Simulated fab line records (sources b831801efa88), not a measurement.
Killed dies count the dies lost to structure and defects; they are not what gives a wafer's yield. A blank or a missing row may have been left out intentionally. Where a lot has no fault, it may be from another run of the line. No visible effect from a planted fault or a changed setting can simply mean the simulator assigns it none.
Comparing a struck lot with a sound one | flow gf180mcu | 17 steps out of a route of 602
Sound: these wafers, L170.1, L170.2, L170.4. Struck: wafers L185.2, L185.3, L185.4. Last of all comes the cause.
For every step that has rows: the tool of each side, followed by ch and its chambers, followed by its first start. Under that, the readings that differ: sound wafers | struck wafers | difference of the means | sigmas: that difference in standard deviations of wafers without a fault.
alike: same words and numbers on both sides, and readings whose means sit less than 2 such deviations apart. not compared: any withheld reading, any reading some wafer has no value for, any bound like >300 that may hide the same value, and any number with overlapping values for which the record gives no deviation.
Wherever a step has rows on one side only, a row that says differs or no value, or a row with sigmas, the two part there. Non-overlapping numbers with no deviation appear without sigmas and do not part them. Lack of a reading on every wafer of one side parts them only where that side has two or more wafers.

first, 4 steps without rows for these wafers: GF_M2_SOFTBAKE_10 (time 60 s); GF_M2_EXPOSE_11 (exposes mask Metal2, target cd 280 nm); GF_M2_PEB_12 (peb time 90 s); GF_M2_DEVELOP_13 (develop time 60 s).
GF_M2_CD_MEAS_14: target cd 280 nm.
  sound on cd sem-01 at day 20 15:25; struck on cd sem-02 at day 25 14:39
  alike: cd nm
GF_M2_OVL_MEAS_15:
  sound on overlay-01 at day 20 15:32; struck on overlay-02 at day 25 14:45
  alike: M2_OVL
GF_M2_METAL_ETCH_16: etches the open film in Cl2/BCl3, stops on SiO2, target depth 750.8 nm, time 125.1 s.
  sound on rie metal-02 ch 0,1, day 20 15:34; struck on rie metal-03 ch 0,1, day 25 14:47
  alike: drypump motor current A, mfc cl2 sccm, oes product au, throttle valve pct
  not compared: rf hours counter h
GF_M2_STRIP_17: strips in O2/N2.
  sound on plasma asher-02 ch 0,1, day 20 15:42; struck on plasma asher-03 ch 0,1, day 25 14:55
  reading            | sound       | struck      | difference | sigmas
  heater power w (W) | 388 386 393 | 320 321 324 | -67        | -2
  alike: drypump motor current A, n2 flow sccm, oes product au, platen temp c, strip time to endpoint s
  not compared: rf hours counter h
then, 3 steps without rows for these wafers: GF_M2_STRIP_18 (strips in post etch residue remover, time 1200 s); GF_M2_CLEAN_19 (cleans in DIW); GF_V2_CVD_00 (deposits SiO2, target thk 600 nm, time 100 s).
GF_V2_THK_MEAS_01:
  sound on film metro-04 at day 20 16:19; struck on film metro-04 at day 25 15:32
  alike: V2_CVD_00_THK
GF_V2_CVD_02: deposits SiO2 from TEOS, target thk 850 nm, time 94.851 s.
  sound on pecvd-04 ch 0,1, day 20 16:22; struck on pecvd-04 ch 0,2, day 25 15:35
  reading                             | sound             | struck         | difference | sigmas
  model.SiO2_of_V2_CVD_02.thk nm (nm) | 842.5 834.1 843.8 | 1379 1383 1399 | +547       |
  alike: heater power w
GF_V2_THK_MEAS_03:
  sound on film metro-01 at day 20 16:26; struck on film metro-03 at day 25 15:40
  reading            | sound       | struck         | difference | sigmas
  V2_CVD_02_THK (nm) | 843 834 844 | 1379 1383 1400 | +547       | +50
GF_V2_CMP_04: polishes SiO2.
  sound on cmp-01 ch 1,2,3, day 20 16:30; struck on cmp-02 ch 0,1,2, day 25 15:43
  reading                | sound    | struck      | difference | sigmas
  time to endpoint s (s) | 78 71 81 | 268 258 273 | +190       | +38
  alike: motor current A, retaining ring pressure frac, slurry flow ml min
GF_V2_BOW_MEAS_05:
  sound on film metro-01 at day 20 16:48; struck on film metro-03 at day 25 16:02
  alike: V2_BOW
GF_PASSIVATION_PROBE_99:
  sound wafers here have rows in the record (prober-01, day 30 06:06); struck ones have none

WHERE THEY PART
Earliest at GF_M2_STRIP_17; latest, in this record, at GF_PASSIVATION_PROBE_99.

WHY: whatever the simulator had introduced
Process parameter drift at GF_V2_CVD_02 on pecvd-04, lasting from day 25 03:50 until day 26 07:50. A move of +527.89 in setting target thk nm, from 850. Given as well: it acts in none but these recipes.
